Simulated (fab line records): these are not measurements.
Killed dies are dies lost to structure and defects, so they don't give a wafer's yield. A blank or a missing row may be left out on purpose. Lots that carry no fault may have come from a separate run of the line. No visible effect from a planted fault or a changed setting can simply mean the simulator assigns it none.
The same fault as seen by 2 desks + flow sky130 + each desk has only its own numbers; what lay behind them comes last

## METROLOGY DESK
Means of the sampled wafers that have a number, per lot and without regard to the tool the lot ran on: this is what the gauges read. Any lot whose mean is over 4 standard deviations away from the usual mean is out of limits and marked OUT; that distance is given in the brackets.
Columns: A = cd-nm at SKY_METAL3_CD_MEAS_13, usual 299.4 nm; B = METAL3_OVL at SKY_METAL3_OVL_MEAS_14, usual 1 nm
| lot  | first seen here | A     | B  |
|------|-----------------|-------|----|
| L911 | day 41 04:29    | 299.6 | -4 |
| L912 | day 41 06:42    | 299.2 | -6 |
| L917 | day 42 15:56    | 299.2 | 3  |
| L919 | day 43 10:26    | 300.8 | 4  |
| L920 | day 43 11:30    | 299.8 | -2 |
| L921 | day 43 20:47    | 299.9 | 0  |
This desk's verdict: no lot among the 6 shows anything out of limits.

## FOR THE TOOL OWNER'S DESK: wet-bench-04
The tool's own readings at SKY_METAL3_STRIP_20 (strips in post etch residue remover, time 1200 s): means of the sampled wafers that have a number, for each lot that ran on this tool. Any lot whose mean is over 4 standard deviations away from the usual mean is out of limits and marked OUT; that distance is given in the brackets.
Columns: A = bath-guard-temp-C at SKY_METAL3_STRIP_20, usual 72.7 C; B = bath-heat-duty-pct at SKY_METAL3_STRIP_20, usual 13.8 %
| lot  | first seen here | A    | B    |
|------|-----------------|------|------|
| L919 | day 43 11:01    | 71.4 | 14.1 |
This desk's finding: nothing out of limits on the one lot.

## ALL TOGETHER
From the metrology desk's view, nothing was out of limits.
The desk of the tool owner found nothing out of limits.

## WHAT WAS PUT IN BY THE SIMULATOR
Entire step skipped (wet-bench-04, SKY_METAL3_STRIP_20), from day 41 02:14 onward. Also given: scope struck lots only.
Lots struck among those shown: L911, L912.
